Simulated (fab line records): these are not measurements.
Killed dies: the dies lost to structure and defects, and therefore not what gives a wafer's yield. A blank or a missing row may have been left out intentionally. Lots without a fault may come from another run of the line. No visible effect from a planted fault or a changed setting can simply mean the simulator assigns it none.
Which tool was responsible? | flow gf180mcu | 7 lots, 21 wafers sampled, at 1 step of a route of 602

WHAT EACH GAUGE READ, for each wafer
GF_VT_IMPLANT_OVL_MEAS_40.
lot  | measured     | on         | VT_IMPLANT_03_OVL (nm)
L109 | day 7 17:22  | overlay-01 | 0.4 0.0 0.9
L112 | day 8 15:04  | overlay-02 | -1.7 -1.6 -0.7
L117 | day 9 22:46  | overlay-01 | -3.8 -1.4 -3.3
L119 | day 10 14:16 | overlay-01 | 0.3 0.6 0.3
L121 | day 11 04:57 | overlay-02 | -0.4 2.1 0.8
L127 | day 12 22:43 | overlay-01 | -0.7 -0.1 -1.2
L131 | day 14 00:25 | overlay-01 | 0.7 -0.8 -2.0

WHAT TOOL EACH LOT RAN ON (gives the tool, then ch and the chambers of the sampled wafers, and finally the start)
Record: no process step prior to these readings.

THE ANSWER, worked out from the rows above alone
Rule: usual is defined by the lots themselves. The widest of any qualifying gaps counts: lots, ordered by their means at a reading, are off when they make up no more than a third of the lots, leave a main group of 4 or more, and stand apart from it by 3 or more times the standard deviation of that group's means. The tables above print the reading to a certain number of digits; a main group whose means all agree to those digits is not used. A lot without any number at a reading at which 4 lots or more have one is off too. Where the step has rows for the other lots, those lots are counted as sound.
None of the lots is off at any reading shown; this tells nothing.

WHAT THE SIMULATOR HAD INSERTED
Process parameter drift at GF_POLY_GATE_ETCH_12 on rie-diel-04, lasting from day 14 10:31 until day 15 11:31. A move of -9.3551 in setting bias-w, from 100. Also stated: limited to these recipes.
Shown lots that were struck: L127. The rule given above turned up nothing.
